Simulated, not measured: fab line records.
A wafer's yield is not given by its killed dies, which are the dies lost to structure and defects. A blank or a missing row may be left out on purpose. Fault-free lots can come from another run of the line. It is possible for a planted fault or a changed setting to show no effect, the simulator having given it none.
A single fault, viewed from 2 desks -- flow gf180mcu -- only its own numbers are on each desk; what lay behind them is given at the end

## FROM THE METROLOGY DESK
Means of the sampled wafers that have a number, per lot and without regard to the tool the lot ran on: this is what the gauges read. A lot is out of limits, marked OUT, if its mean lies more than 4 standard deviations from the usual mean; the brackets give that distance.
Columns: A = M2_ALCU_THK at GF_M2_THK_MEAS_06, usual 453 nm
lot,first seen here,A
L551,day 18 13:51,450
L553,day 19 06:18,461
L554,day 19 17:31,450
L555,day 19 23:48,451
L556,day 20 01:44,463
L557,day 20 11:04,446
L559,day 21 08:14,461
L560,day 21 14:06,455
L566,day 23 14:51,450
L568,day 24 10:32,456
L570,day 24 22:01,449
L573,day 25 19:47,447
L574,day 26 03:12,451
This desk's verdict: no lot among the 13 shows anything out of limits.

## TOOL OWNER'S DESK, litho_track-04
The tool's own readings at GF_HV_LDD_COAT_14 (resist thk 1000 nm): means of the sampled wafers that have a number, for each lot that ran on this tool. A lot is out of limits, marked OUT, if its mean lies more than 4 standard deviations from the usual mean; the brackets give that distance.
Columns: A = exhaust_pa at GF_HV_LDD_COAT_14, usual 45.0 Pa; B = spin_speed_rpm at GF_HV_LDD_COAT_14, usual 3000.2 rpm
lot,first seen here,A,B
L556,day 11 20:01,44.1,3002.1
L559,day 12 19:08,44.5,3002.6
L560,day 13 03:38,45.3,3219.3 (+99 or more) OUT
L566,day 14 21:52,45.5,3219.7 (+99 or more) OUT
Finding of this desk: L560, L566 out of limits; the first was L560 at day 13 03:38, on spin_speed_rpm at GF_HV_LDD_COAT_14. L556, L559 stayed within limits.

## BROUGHT TOGETHER
An alarm could have come from the tool owner's desk at day 13 03:38, on L560, L566.
The metrology desk saw nothing out of limits.
The metrology desk has L560, L566 on record, within its limits.
Every lot named ran GF_HV_LDD_COAT_14 on litho_track-04.

## WHAT THE SIMULATOR HAD PUT IN
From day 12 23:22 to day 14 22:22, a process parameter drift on litho_track-04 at GF_HV_LDD_COAT_14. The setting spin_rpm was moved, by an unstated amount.
Shown lots that were struck: L560, L566.
Delay in hours, fault start to first out-of-limits reading, by desk: the tool owner's desk at 4.
